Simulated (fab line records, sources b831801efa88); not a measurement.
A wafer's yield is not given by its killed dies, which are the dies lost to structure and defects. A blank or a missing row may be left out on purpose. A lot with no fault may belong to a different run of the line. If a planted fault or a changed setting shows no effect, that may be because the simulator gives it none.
fab line records ; flow sky130
record lots=5; wafers=14; last-day=50
route steps=708 shown CONTACT@424 METAL1@434 PAD_OPEN@708
lots that met no fault: from a run of the same line without faults
start-h: hours from the record's first day to the start of the lot's first wafer shown ; wait-h: time in hours since the lot's previous step ; " identical to the entry in the row above ; L1.1+2: a row that stands for several wafers ; - no value, or no start given ; * or withheld: withheld ; < > ~ a bound
route shown NAME@n: a module of which the file shows steps, and the number in the route of the first ; usual: mean/standard deviation taken from wafers without a fault ; same: alike in all rows ; chamber/n: place in a boat ; sites: per-site readings ; _std_site: their standard deviation ; _edge_site: outer sites' mean less inner sites' ; radius-mm: how far each site lies from the wafer's centre ; mask NAME#n: copy n ; behind: tool/chamber where the wafer was last shaped ; hold: the reason the lot was held/the length of the hold in hours/how it ended ; device: transistor that didn't switch, given as n, p or np ; end of line: the same wafers' tests at the end of the route ; a step with no rows: only its recipe ; killed: at the first sort, the dies lost to defects and structure; wafer yield is something else ; map: per-die view of a wafer (x killed, . not killed, _ where there is no die)
set.NAME: setting as actually run; set.NAME@STEP: the setting as run at that earlier step ; model.NAME: the simulator's own value behind a step, which no gauge read
certain route steps with their lots: each step a table, each wafer a row
services: the hour from which a tool's chamber was out of use, counted from the record's first day as start-h (under 0 if before that day), plus the number of hours and why
## steps
# step SKY_CONTACT_ETCH_18
# recipe target=Si3N4; chemistry=CHF3/O2; stop-on=TiN; source-w=600; bias-w=200; pressure-mtorr=40; chf3-flow-sccm=50; O2_flow_sccm=5; time-s=39; target-depth-a=750
# step SKY_CONTACT_STRIP_19
# recipe chemistry=O2/N2; power-w=1400; pressure-mtorr=1500; platen-temp-c=withheld; o2-flow-sccm=3000; n2-flow-sccm=300; overash-fraction=0.5
# usual drypump-motor-current-A=5.68/0.28; oes-product-au=0.381/0.0041; strip-time-to-endpoint-s=3.614/0.027
lot.wafer;tool;chamber;start-h;wait-h;drypump-motor-current-A;oes-product-au;rf-hours-counter-h;strip-time-to-endpoint-s
L965.1;plasma-asher-03;1;759.51;-;5.51;0.376;2;3.634
L965.2;plasma-asher-03;0;759.51;-;5.71;0.384;2;3.621
L965.4;plasma-asher-03;1;759.51;-;5.46;0.381;-;3.650
L969.2;plasma-asher-04;0;799.91;-;5.79;0.388;66;3.637
L969.5;plasma-asher-04;1;799.91;-;6.20;0.382;-;3.652
L970.1;plasma-asher-04;1;807.91;-;6.26;0.381;67;3.656
L970.3;plasma-asher-04;0;807.91;-;5.80;0.389;-;3.638
L970.5;plasma-asher-04;1;807.91;-;6.23;0.382;-;3.643
L977.3;plasma-asher-01;0;859.15;-;5.30;0.386;-;3.585
L977.4;plasma-asher-01;1;859.15;-;5.54;0.380;-;3.604
L977.6;plasma-asher-01;1;859.15;-;5.56;0.378;-;3.601
L982.2;plasma-asher-03;0;899.02;-;5.72;0.381;17;3.584
L982.4;plasma-asher-03;0;899.02;-;5.71;0.376;-;3.541
L982.5;plasma-asher-03;1;899.02;-;5.50;0.377;-;3.580
# step SKY_CONTACT_STRIP_20
# recipe chemistry=post-etch-residue-remover; time-s=1200; temp-c=72.5
# step SKY_CONTACT_CLEAN_21
# recipe chemistry=IPA; time-s=180; temp-c=25
# step SKY_CONTACT_CLEAN_22
# recipe chemistry=O3/DIW; dry=n2-spin
# step SKY_CONTACT_SPUTTER_23
# recipe material=TiN; target-thk-nm=20; chamber-pressure-pa=5; power-w=4000; time-s=80
# usual throttle-valve-pct=30.3/1.2
lot.wafer;tool;chamber;start-h;wait-h;throttle-valve-pct
L965.1;pvd-sputter-01;-;760.10;0.0;32.3
L965.2;pvd-sputter-01;-;760.10;0.0;29.5
L965.4;pvd-sputter-01;-;760.10;0.0;30.2
L969.2;pvd-sputter-01;-;800.58;0.0;31.2
L969.5;pvd-sputter-01;-;800.58;0.0;31.3
L970.1;pvd-sputter-03;-;808.91;0.0;28.4
L970.3;pvd-sputter-03;-;808.91;0.0;31.5
L970.5;pvd-sputter-03;-;808.91;0.0;31.4
L977.3;pvd-sputter-01;-;859.75;0.0;29.6
L977.4;pvd-sputter-01;-;859.75;0.0;32.4
L977.6;pvd-sputter-01;-;859.75;0.0;29.6
L982.2;pvd-sputter-01;-;899.61;0.0;32.3
L982.4;pvd-sputter-01;-;899.61;0.0;31.1
L982.5;pvd-sputter-01;-;899.61;0.0;29.6
# step SKY_CONTACT_CVD_24
# recipe material=W; target-thk-nm=340; time-s=102.12; temp-c=400; pressure-torr=40
# step SKY_CONTACT_RS_MEAS_25
# recipe thk-meas-gauge=four-point-probe; reads=W_of_CONTACT_CVD_24+TiN_of_CONTACT_SPUTTER_23
# usual CONTACT_W_RS=0.335/0.0047
lot.wafer;tool;chamber;start-h;wait-h;CONTACT_W_RS[ohm/sq]
L965.1;film-metro-03;-;760.27;0.1;0.332
L965.2;film-metro-03;-;760.27;0.1;0.328
L965.4;film-metro-03;-;760.27;0.1;0.331
L969.2;film-metro-03;-;800.78;0.1;0.341
L969.5;film-metro-03;-;800.78;0.1;0.338
L970.1;film-metro-04;-;809.08;0.1;0.341
L970.3;film-metro-04;-;809.08;0.1;0.338
L970.5;film-metro-04;-;809.08;0.1;0.339
L977.3;film-metro-01;-;860.07;0.2;0.335
L977.4;film-metro-01;-;860.07;0.2;0.334
L977.6;film-metro-01;-;860.07;0.2;0.333
L982.2;film-metro-03;-;899.80;0.1;0.329
L982.4;film-metro-03;-;899.80;0.1;0.333
L982.5;film-metro-03;-;899.80;0.1;0.333
# step SKY_CONTACT_THK_MEAS_26
# recipe thk-meas-gauge=xrf; reads=W_of_CONTACT_CVD_24
# usual CONTACT_W_THK=348/5.2
lot.wafer;tool;chamber;start-h;wait-h;CONTACT_W_THK[nm]
L965.1;film-metro-03;-;760.39;0.1;351
L965.2;film-metro-03;-;760.39;0.1;355
L965.4;film-metro-03;-;760.39;0.1;352
L969.2;film-metro-03;-;800.89;0.1;340
L969.5;film-metro-03;-;800.89;0.1;344
L970.1;film-metro-04;-;809.20;0.1;343
L970.3;film-metro-04;-;809.20;0.1;347
L970.5;film-metro-04;-;809.20;0.1;348
L977.3;film-metro-01;-;860.17;0.1;346
L977.4;film-metro-01;-;860.17;0.1;349
L977.6;film-metro-01;-;860.17;0.1;347
L982.2;film-metro-03;-;899.91;0.1;352
L982.4;film-metro-03;-;899.91;0.1;348
L982.5;film-metro-03;-;899.91;0.1;349
# step SKY_CONTACT_CMP_27
# recipe stop-on=SiO2; t-overpolish-s=15; down-force-psi=3.5; platen-rpm=60; target-thk-nm=0; pad-velocity-m-s=0.94248
# usual motor-current-A=10.8/1.4; overpolish-run-s=15.000/0.0091; retaining-ring-pressure-frac=1.000/0.0048; time-to-endpoint-s=82.0/2.6
lot.wafer;tool;chamber;start-h;wait-h;motor-current-A;overpolish-run-s;retaining-ring-pressure-frac;time-to-endpoint-s
L965.1;cmp-02;1;760.91;0.5;12.9;14.998;1.005;77.7
L965.2;cmp-02;2;760.91;0.5;11.3;15.008;0.998;83.7
L965.4;cmp-02;3;760.91;0.5;9.4;14.996;0.998;82.4
L969.2;cmp-02;2;800.99;0.1;11.0;14.991;1.001;76.6
L969.5;cmp-02;2;800.99;0.1;10.6;14.994;1.006;83.5
L970.3;cmp-01;1;809.36;0.1;12.4;15.005;1.002;84.3
L970.1;cmp-01;2;809.36;0.1;8.9;15.009;1.000;77.8
L970.5;cmp-01;0;809.36;0.1;9.2;14.996;1.001;82.6
L977.4;cmp-01;2;860.26;0.1;9.5;15.003;0.998;88.1
L977.3;cmp-01;3;860.26;0.1;11.1;15.002;0.999;86.1
L977.6;cmp-01;2;860.26;0.1;9.0;14.993;0.999;87.7
L982.4;cmp-02;1;900.01;0.1;12.7;15.003;1.000;80.3
L982.2;cmp-02;3;900.01;0.1;9.6;15.005;1.002;83.0
L982.5;cmp-02;1;900.01;0.1;13.3;15.014;0.997;81.8
# step SKY_METAL1_SPUTTER_00
# recipe material=Ti; target-thk-nm=15; power-w=3000; time-s=10; chamber-pressure-pa=0.4
# usual throttle-valve-pct=29.9/1.1
lot.wafer;tool;chamber;start-h;wait-h;throttle-valve-pct
L965.1;pvd-sputter-02;-;761.16;0.2;27.9
L965.2;pvd-sputter-02;-;761.16;0.2;30.2
L965.4;pvd-sputter-02;-;761.16;0.2;29.5
L969.2;pvd-sputter-02;-;801.24;0.2;29.8
L969.5;pvd-sputter-02;-;801.24;0.2;29.8
L970.1;pvd-sputter-04;-;809.56;0.1;29.7
L970.3;pvd-sputter-04;-;809.56;0.1;30.7
L970.5;pvd-sputter-04;-;809.56;0.1;30.7
L977.3;pvd-sputter-01;-;860.51;0.1;30.7
L977.4;pvd-sputter-01;-;860.51;0.1;32.4
L977.6;pvd-sputter-01;-;860.51;0.1;30.2
L982.2;pvd-sputter-02;-;900.26;0.1;29.9
L982.4;pvd-sputter-02;-;900.26;0.1;29.6
L982.5;pvd-sputter-02;-;900.26;0.1;27.7
# step SKY_METAL1_SPUTTER_01
# recipe material=TiN; target-thk-nm=20; power-w=6500; time-s=16.7; chamber-pressure-pa=0.4
# step SKY_METAL1_SPUTTER_02
# recipe material=AlCu; target-thk-nm=250; power-w=10600; time-s=13.3; chamber-pressure-pa=0.4
# usual throttle-valve-pct=29.9/1.1
lot.wafer;tool;chamber;start-h;wait-h;throttle-valve-pct;model.AlCu_of_METAL1_SPUTTER_02.thk-nm
L965.1;pvd-sputter-02;-;761.21;0.0;27.7;251.2
L965.2;pvd-sputter-02;-;761.21;0.0;29.9;253.4
L965.4;pvd-sputter-02;-;761.21;0.0;29.5;250.2
L969.2;pvd-sputter-02;-;801.28;0.0;29.9;251.3
L969.5;pvd-sputter-02;-;801.28;0.0;29.7;244.5
L970.1;pvd-sputter-04;-;809.61;0.0;30.1;250.1
L970.3;pvd-sputter-04;-;809.61;0.0;30.7;251.1
L970.5;pvd-sputter-04;-;809.61;0.0;30.7;250.9
L977.3;pvd-sputter-01;-;860.56;0.0;31.1;253.7
L977.4;pvd-sputter-01;-;860.56;0.0;32.5;253.2
L977.6;pvd-sputter-01;-;860.56;0.0;30.1;251.1
L982.2;pvd-sputter-02;-;900.31;0.0;29.9;253.2
L982.4;pvd-sputter-02;-;900.31;0.0;29.5;253.3
L982.5;pvd-sputter-02;-;900.31;0.0;27.7;252.9
# step SKY_METAL1_SPUTTER_03
# recipe material=Ti; target-thk-nm=5; power-w=3000; time-s=3.3; chamber-pressure-pa=0.4
# step SKY_METAL1_SPUTTER_04
# recipe material=TiN; target-thk-nm=70; power-w=6500; time-s=58.3; chamber-pressure-pa=0.4
# step SKY_METAL1_RS_MEAS_05
# recipe thk-meas-gauge=four-point-probe; reads=TiN_of_METAL1_SPUTTER_04+Ti_of_METAL1_SPUTTER_03+AlCu_of_METAL1_SPUTTER_02+TiN_of_METAL1_SPUTTER_01+Ti_of_METAL1_SPUTTER_00
# usual METAL1_ALCU_RS=0.1263/0.0011
lot.wafer;tool;chamber;start-h;wait-h;METAL1_ALCU_RS[ohm/sq]
L965.1;film-metro-01;-;761.30;0.0;0.1260
L965.2;film-metro-01;-;761.30;0.0;0.1252
L965.4;film-metro-01;-;761.30;0.0;0.1268
L969.2;film-metro-03;-;801.40;0.0;0.1260
L969.5;film-metro-03;-;801.40;0.0;0.1298
L970.1;film-metro-03;-;809.70;0.0;0.1269
L970.3;film-metro-03;-;809.70;0.0;0.1265
L970.5;film-metro-03;-;809.70;0.0;0.1264
L977.3;film-metro-02;-;860.69;0.1;0.1251
L977.4;film-metro-02;-;860.69;0.1;0.1250
L977.6;film-metro-02;-;860.69;0.1;0.1260
L982.2;film-metro-03;-;900.42;0.0;0.1252
L982.4;film-metro-03;-;900.42;0.0;0.1252
L982.5;film-metro-03;-;900.42;0.0;0.1255
# step SKY_METAL1_THK_MEAS_06
# recipe thk-meas-gauge=xrf; reads=AlCu_of_METAL1_SPUTTER_02
# usual METAL1_ALCU_THK=256.5/2.8
lot.wafer;tool;chamber;start-h;wait-h;METAL1_ALCU_THK[nm]
L965.1;film-metro-01;-;761.42;0.1;257.6
L965.2;film-metro-01;-;761.42;0.1;258.4
L965.4;film-metro-01;-;761.42;0.1;257.9
L969.2;film-metro-03;-;801.51;0.1;258.9
L969.5;film-metro-03;-;801.51;0.1;250.9
L970.1;film-metro-03;-;809.82;0.1;256.1
L970.3;film-metro-03;-;809.82;0.1;257.2
L970.5;film-metro-03;-;809.82;0.1;257.4
L977.3;film-metro-02;-;860.79;0.1;259.3
L977.4;film-metro-02;-;860.79;0.1;256.8
L977.6;film-metro-02;-;860.79;0.1;256.2
L982.2;film-metro-03;-;900.53;0.1;261.3
L982.4;film-metro-03;-;900.53;0.1;258.3
L982.5;film-metro-03;-;900.53;0.1;261.5
# step SKY_METAL1_DEHYDRATE_07
# recipe temp-c=200; time-s=60
# step SKY_METAL1_HMDS_08
# recipe prime-time-s=60; prime-temp-c=120
# step SKY_METAL1_COAT_09
# recipe resist=BARC; temp-c=withheld; time-s=withheld; spin-rpm=3000; resist-thk-nm=60
# step SKY_METAL1_COAT_10
# recipe resist=KrF-thick; spin-rpm=3000; resist-thk-nm=450
# step SKY_METAL1_SOFTBAKE_11
# recipe temp-c=100; time-s=90; resist=KrF-thick
# step SKY_METAL1_EXPOSE_12
# recipe mask-id=MM1; na=0.8; source-shape=annular; sigma-inner=0.55; sigma-outer=0.85; target-cd-nm=140; dose-mj=28
# step SKY_METAL1_PEB_13
# recipe peb-temp-c=withheld; peb-time-s=withheld; resist=KrF-thick
# step SKY_METAL1_DEVELOP_14
# recipe develop-time-s=60; resist=KrF-thick; dev-temp-c=21
# step SKY_METAL1_CD_MEAS_15
# recipe target-cd-nm=140
# usual cd-nm=140.2/1.6
lot.wafer;tool;chamber;start-h;wait-h;cd-nm
L965.1;cd-sem-01;-;787.98;-;139.9
L965.2;cd-sem-01;-;787.98;-;137.8
L965.4;cd-sem-01;-;787.98;-;139.9
L969.2;cd-sem-01;-;830.39;-;139.5
L969.5;cd-sem-01;-;830.39;-;140.3
L970.1;cd-sem-01;-;836.22;-;137.7
L970.3;cd-sem-01;-;836.22;-;137.8
L970.5;cd-sem-01;-;836.22;-;138.1
L977.3;cd-sem-02;-;885.61;-;142.7
L977.4;cd-sem-02;-;885.61;-;142.0
L977.6;cd-sem-02;-;885.61;-;142.3
L982.2;cd-sem-01;-;925.58;-;140.4
L982.4;cd-sem-01;-;925.58;-;139.1
L982.5;cd-sem-01;-;925.58;-;140.1
# step SKY_METAL1_OVL_MEAS_16
# usual METAL1_OVL=-7/5.1
lot.wafer;tool;chamber;start-h;wait-h;METAL1_OVL[nm]
L965.1;overlay-01;-;788.10;0.1;-8
L965.2;overlay-01;-;788.10;0.1;-7
L965.4;overlay-01;-;788.10;0.1;-7
L969.2;overlay-02;-;830.50;0.1;-6
L969.5;overlay-02;-;830.50;0.1;-5
L970.1;overlay-01;-;836.34;0.1;-10
L970.3;overlay-01;-;836.34;0.1;-3
L970.5;overlay-01;-;836.34;0.1;-7
L977.3;overlay-01;-;885.70;0.1;-1
L977.4;overlay-01;-;885.70;0.1;4
L977.6;overlay-01;-;885.70;0.1;-5
L982.2;overlay-01;-;925.68;0.1;-12
L982.4;overlay-01;-;925.68;0.1;-8
L982.5;overlay-01;-;925.68;0.1;-14
# step SKY_METAL1_DESCUM_17
# recipe chemistry=O2; source-power-w=150; bias-power-w=0; pressure-mtorr=10; temp-c=40; time-s=8
# step SKY_METAL1_ETCH_18
# recipe chemistry=N2/H2; target=BARC; ion-energy-ev=200; bias-w=100; pressure-mtorr=30; n2-flow-sccm=100; h2-flow-sccm=200; icp-w=500; stop-on=SiO2; time-s=45.9; target-depth-a=600
# step SKY_METAL1_METAL_ETCH_19
# recipe target-depth-a=3600; stop-on=SiO2; over-etch-frac=0.3; time-s=78; chemistry=Cl2/BCl3; resist-sidewall-deg=88; pressure-mtorr=10; icp-w=900; bias-w=48.5; Cl2_flow_sccm=60; bcl3-flow-sccm=30
# usual bias-w=48.49/0.14; drypump-motor-current-A=5.7/0.43; oes-product-au=0.855/0.0058; rf-fwd-power-W=894.8/2.9; throttle-valve-pct=22.265/0.0097
lot.wafer;tool;chamber;start-h;wait-h;bias-w;drypump-motor-current-A;oes-product-au;rf-fwd-power-W;rf-hours-counter-h;throttle-valve-pct;model.METAL1.feature-depth-nm;model.etch.depth-nm
L965.1;rie-metal-02;1;788.23;0.0;48.70;6.1;0.860;893.9;8;22.252;360.1;360.1
L965.2;rie-metal-02;0;788.23;0.0;48.45;6.0;0.849;893.1;14;22.268;363.1;363.1
L965.4;rie-metal-02;0;788.23;0.0;48.44;6.0;0.855;894.9;-;22.247;359.3;359.3
L969.2;rie-metal-03;0;830.62;0.0;48.60;5.9;0.864;897.9;2;22.263;359.3;359.3
L969.5;rie-metal-03;0;830.62;0.0;48.58;5.9;0.843;898.9;-;22.267;352.6;352.6
L970.1;rie-metal-01;1;836.47;0.0;48.76;4.9;0.855;896.8;4;22.277;359.6;359.6
L970.3;rie-metal-01;1;836.47;0.0;48.71;4.9;0.854;892.0;-;22.268;361.3;361.3
L970.5;rie-metal-01;0;836.47;0.0;48.63;5.8;0.859;891.0;-;22.259;360.8;360.8
L977.3;rie-metal-01;0;885.85;0.1;48.61;5.8;0.859;895.4;-;22.264;363.3;363.3
L977.4;rie-metal-01;1;885.85;0.1;48.33;4.9;0.857;892.9;-;22.257;362.5;362.5
L977.6;rie-metal-01;1;885.85;0.1;48.33;4.9;0.853;893.4;-;22.278;360.9;360.9
L982.2;rie-metal-01;0;925.81;0.0;48.51;5.8;0.866;889.9;10;22.271;362.1;362.1
L982.4;rie-metal-01;0;925.81;0.0;48.52;5.8;0.859;893.7;-;22.270;362.7;362.7
L982.5;rie-metal-01;0;925.81;0.0;48.53;5.8;0.859;893.3;-;22.289;362.5;362.5
# step SKY_METAL1_STRIP_20
# recipe chemistry=O2/N2; power-w=1400; pressure-mtorr=1500; platen-temp-c=withheld; o2-flow-sccm=3000; n2-flow-sccm=300; overash-fraction=0.5
# usual drypump-motor-current-A=5.49/0.27; oes-product-au=0.343/0.0048; strip-time-to-endpoint-s=2.69/0.035
lot.wafer;tool;chamber;start-h;wait-h;drypump-motor-current-A;oes-product-au;rf-hours-counter-h;strip-time-to-endpoint-s
L965.1;plasma-asher-01;1;788.32;0.1;5.54;0.347;97;2.70
L965.2;plasma-asher-01;0;788.32;0.1;5.32;0.347;97;2.75
L965.4;plasma-asher-01;0;788.32;0.1;5.31;0.347;-;2.75
L969.2;plasma-asher-01;0;830.71;0.1;5.28;0.347;101;2.70
L969.5;plasma-asher-01;0;830.71;0.1;5.28;0.341;-;2.66
L970.1;plasma-asher-02;0;836.56;0.1;5.85;0.349;41;2.69
L970.3;plasma-asher-02;1;836.56;0.1;5.11;0.338;-;2.72
L970.5;plasma-asher-02;0;836.56;0.1;5.87;0.347;-;2.70
L977.3;plasma-asher-02;0;885.95;0.1;5.88;0.349;-;2.71
L977.4;plasma-asher-02;1;885.95;0.1;5.08;0.344;-;2.75
L977.6;plasma-asher-02;0;885.95;0.1;5.90;0.339;-;2.74
L982.2;plasma-asher-01;0;925.90;0.1;5.29;0.343;110;2.69
L982.4;plasma-asher-01;0;925.90;0.1;5.33;0.337;-;2.63
L982.5;plasma-asher-01;1;925.90;0.1;5.55;0.345;-;2.69
# step SKY_PAD_OPEN_PROBE_99
# usual defect-limited-yield=82.0/1.9; killed_at_M0_to_M3=45/6.9; killed_at_M4_up=3.0/1.7; killed-at-contacts=25/5.6; killed-at-front-end=15/4.2; killed-at-other=0.3/0.55; killed-dies=89/9.6; killed-open=49/7.2; killed-short=39/6.5; sort_bin_3_pad_short=0.9/0.44; sort_bin_5_function=10.7/1.4; sort_bin_6_memory=6.4/1.3; sort-n-pass=403/9.6; sort-yield-pct=82.0/1.9
# same gross-dies=492; killed-at-back-side=0; sort_bin_4_leakage[%]=0; sort_bin_8_speed[%]=0
lot.wafer;tool;chamber;start-h;wait-h;defect-limited-yield[%];killed_at_M0_to_M3;killed_at_M4_up;killed-at-contacts;killed-at-front-end;killed-at-other;killed-dies;killed-open;killed-short;sort_bin_3_pad_short[%];sort_bin_5_function[%];sort_bin_6_memory[%];sort-n-pass;sort-yield-pct[%];model.etest.met1.line-ohm-um;model.etest.met1.rs-ohm-sq
L965.1;prober-02;-;1092.55;0.1;84.8;40;2;17;16;0;75;43;32;2.0;7.9;5.3;417;84.8;0.9023;0.1281
L965.2;prober-02;-;1092.60;0.1;84.3;40;5;19;13;0;77;50;27;0.2;11.0;4.5;415;84.3;0.932;0.1264
L965.4;prober-02;-;1092.70;0.2;85.0;38;2;22;12;0;74;42;32;1.6;8.1;5.3;418;85.0;0.8921;0.128
L969.2;prober-02;-;1127.14;0.1;83.1;42;7;27;7;0;83;48;35;0.8;10.4;5.7;409;83.1;0.9066;0.1277
L969.5;prober-02;-;1127.29;0.2;84.1;40;2;24;12;0;78;39;39;0.2;9.3;6.3;414;84.1;0.9408;0.1302
L970.1;prober-02;-;1131.65;0.1;80.5;46;2;34;14;0;96;63;33;1.0;10.2;8.3;396;80.5;0.9565;0.1278
L970.3;prober-02;-;1131.75;0.2;79.5;44;4;38;14;1;101;54;47;1.0;12.6;6.9;391;79.5;0.9152;0.1265
L970.5;prober-02;-;1131.85;0.2;83.7;34;1;23;21;1;80;48;32;1.0;10.2;5.1;412;83.7;0.9015;0.1288
L977.3;prober-01;-;1165.99;0.2;87.6;28;1;21;11;0;61;30;31;0.6;7.9;3.9;431;87.6;0.9144;0.1265
L977.4;prober-01;-;1166.04;0.2;79.5;54;6;27;14;0;101;56;45;1.0;11.4;8.1;391;79.5;0.8988;0.1261
L977.6;prober-01;-;1166.14;0.2;84.3;47;0;19;11;0;77;42;35;0.4;10.0;5.3;415;84.3;0.9272;0.1271
L982.2;prober-02;-;1193.35;0.1;80.1;60;2;22;11;3;98;53;42;1.2;11.6;7.1;394;80.1;0.9486;0.127
L982.4;prober-02;-;1193.45;0.2;82.7;47;2;22;13;1;85;49;35;1.8;10.2;5.3;407;82.7;0.9194;0.1266
L982.5;prober-02;-;1193.50;0.2;82.7;39;2;22;20;2;85;43;41;1.0;10.2;6.1;407;82.7;0.9173;0.1278
# killed by level:class
L965.1 VIA1:geometric-particle:open=12 VIA3:geometric-particle:open=10 CONTACT:geometric-particle:open=7 FIELD_ISO:geometric-particle:open=5 POLY_GATE:geometric-particle:short=4 METAL3:geometric-particle:short=4 POLY_GATE:geometric-particle:open=3 LOCAL_INTERCONNECT:geometric-particle:short=3
L965.2 VIA1:geometric-particle:open=17 CONTACT:geometric-particle:open=10 VIA3:geometric-particle:open=6 FIELD_ISO:geometric-particle:short=4 LI_CONTACT:geometric-particle:open=4 METAL2:geometric-particle:short=4 VIA2:geometric-particle:short=3 VIA2:geometric-particle:open=3
L965.4 VIA1:geometric-particle:open=13 LI_CONTACT:geometric-particle:open=9 VIA1:geometric-particle:short=6 VIA3:geometric-particle:open=5 LOCAL_INTERCONNECT:geometric-particle:short=4 CONTACT:geometric-particle:open=4 FIELD_ISO:geometric-particle:open=3 POLY_CUT:geometric-particle:short=3
L969.2 VIA1:geometric-particle:open=14 CONTACT:geometric-particle:open=9 LI_CONTACT:geometric-particle:open=6 CONTACT:geometric-particle:short=6 VIA2:geometric-particle:short=5 METAL2:geometric-particle:short=5 METAL1:geometric-particle:short=5 LOCAL_INTERCONNECT:geometric-particle:short=4
L969.5 VIA3:geometric-particle:open=8 LOCAL_INTERCONNECT:geometric-particle:short=7 CONTACT:geometric-particle:open=7 VIA1:geometric-particle:open=7 METAL2:geometric-particle:short=6 FIELD_ISO:geometric-particle:short=5 LI_CONTACT:geometric-particle:open=5 CONTACT:geometric-particle:short=5
L970.1 CONTACT:geometric-particle:open=10 VIA1:geometric-particle:open=10 VIA2:geometric-particle:open=9 LI_CONTACT:geometric-particle:open=9 VIA3:geometric-particle:open=9 LOCAL_INTERCONNECT:geometric-particle:short=6 VIA1:geometric-particle:short=5 LI_CONTACT:geometric-particle:short=5
L970.3 CONTACT:geometric-particle:open=12 LI_CONTACT:geometric-particle:open=10 LOCAL_INTERCONNECT:geometric-particle:short=10 VIA1:geometric-particle:open=8 VIA2:geometric-particle:open=7 VIA3:geometric-particle:open=7 VIA1:geometric-particle:short=6 POLY_GATE:geometric-particle:short=5
L970.5 VIA1:geometric-particle:open=14 CONTACT:geometric-particle:short=7 LI_CONTACT:geometric-particle:open=7 FIELD_ISO:geometric-particle:open=6 CONTACT:geometric-particle:open=6 FIELD_ISO:geometric-particle:short=5 METAL2:geometric-particle:short=5 POLY_GATE:geometric-particle:open=4
L977.3 CONTACT:geometric-particle:open=11 METAL1:geometric-particle:short=5 CONTACT:geometric-particle:short=4 VIA1:geometric-particle:short=4 VIA1:geometric-particle:open=4 POLY_GATE:geometric-particle:short=3 VIA2:geometric-particle:open=3 METAL3:geometric-particle:short=3
L977.4 VIA1:geometric-particle:open=15 LI_CONTACT:geometric-particle:open=8 CONTACT:geometric-particle:open=8 VIA3:geometric-particle:short=7 VIA3:geometric-particle:open=6 METAL2:geometric-particle:short=6 CONTACT:geometric-particle:short=5 VIA2:geometric-particle:open=5
L977.6 VIA1:geometric-particle:open=8 METAL1:geometric-particle:short=6 VIA3:geometric-particle:open=6 METAL2:geometric-particle:short=6 VIA2:geometric-particle:open=6 LI_CONTACT:geometric-particle:open=5 LOCAL_INTERCONNECT:geometric-particle:short=4 CONTACT:geometric-particle:short=4
L982.2 VIA2:geometric-particle:open=12 VIA1:geometric-particle:open=11 METAL2:geometric-particle:short=9 LI_CONTACT:geometric-particle:open=8 METAL1:geometric-particle:short=6 VIA3:geometric-particle:open=6 FIELD_ISO:geometric-particle:open=5 CONTACT:geometric-particle:open=5
L982.4 VIA2:geometric-particle:open=12 VIA3:geometric-particle:open=9 VIA1:geometric-particle:open=7 LI_CONTACT:geometric-particle:open=7 CONTACT:geometric-particle:open=5 METAL1:geometric-particle:short=5 LOCAL_INTERCONNECT:geometric-particle:short=4 CONTACT:geometric-particle:short=4
L982.5 VIA1:geometric-particle:open=9 VIA2:geometric-particle:open=7 CONTACT:geometric-particle:short=6 METAL1:geometric-particle:short=6 FIELD_ISO:geometric-particle:short=5 POLY_GATE:geometric-particle:short=5 LI_CONTACT:geometric-particle:open=5 FIELD_ISO:geometric-particle:open=4
## services
tool;chamber;start-h;hours;kind
cmp-02;-;744.00;4.0;pm
cmp-01;-;755.54;0.9;repair
cmp-01;-;757.74;6.1;pm
pvd-sputter-04;-;762.24;0.6;repair
plasma-asher-04;-;770.17;4.3;pm
plasma-asher-04;-;774.50;14.6;pm
pvd-sputter-01;-;775.26;2.5;repair
cmp-01;-;786.57;1.2;repair
plasma-asher-01;-;796.18;5.4;repair
pvd-sputter-01;-;798.59;0.5;repair
rie-metal-02;1;809.90;18.4;repair
cmp-01;-;812.01;6.3;repair
cmp-01;-;823.30;1.3;repair
rie-metal-03;-;855.99;0.7;repair
pvd-sputter-02;0;861.97;-;consumable-replace:kit
pvd-sputter-02;0;861.97;18.0;scheduled-down
pvd-sputter-01;-;876.53;3.0;repair
cmp-02;-;880.78;2.1;repair
rie-metal-02;1;889.01;14.1;repair
plasma-asher-01;-;896.91;1.6;repair
plasma-asher-02;-;897.58;1.9;repair
cmp-02;-;901.54;4.7;pm
cmp-01;-;912.21;4.0;pm
pvd-sputter-04;-;913.38;1.6;repair
## key
first-sign step=SKY_METAL1_RS_MEAS_05; reading=METAL1_ALCU_RS; direction=up; sigmas=3; usual=0.1263; struck=0.1298
effect none on later readings
model-effect step=SKY_METAL1_SPUTTER_02; value=AlCu_of_METAL1_SPUTTER_02.thk-nm; without=252.6; struck=244.5
model-effect step=SKY_METAL1_METAL_ETCH_19; value=METAL1.feature-depth-nm; without=360.7; struck=352.6
model-effect step=SKY_PAD_OPEN_PROBE_99; value=etest.met1.line-ohm-um; without=0.9095; struck=0.9408
met-at SKY_METAL1_SPUTTER_02
struck-wafers L969.5
onset-between 761.21 801.28
fault kind=process-parameter-drift; tool=pvd-sputter-02; chamber=-; onset-h=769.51; steps=SKY_METAL1_SPUTTER_02; channel=time-s; offset=*; shape=step; end-h=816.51; scope=struck-wafers-only; acts-in=*; stated=*
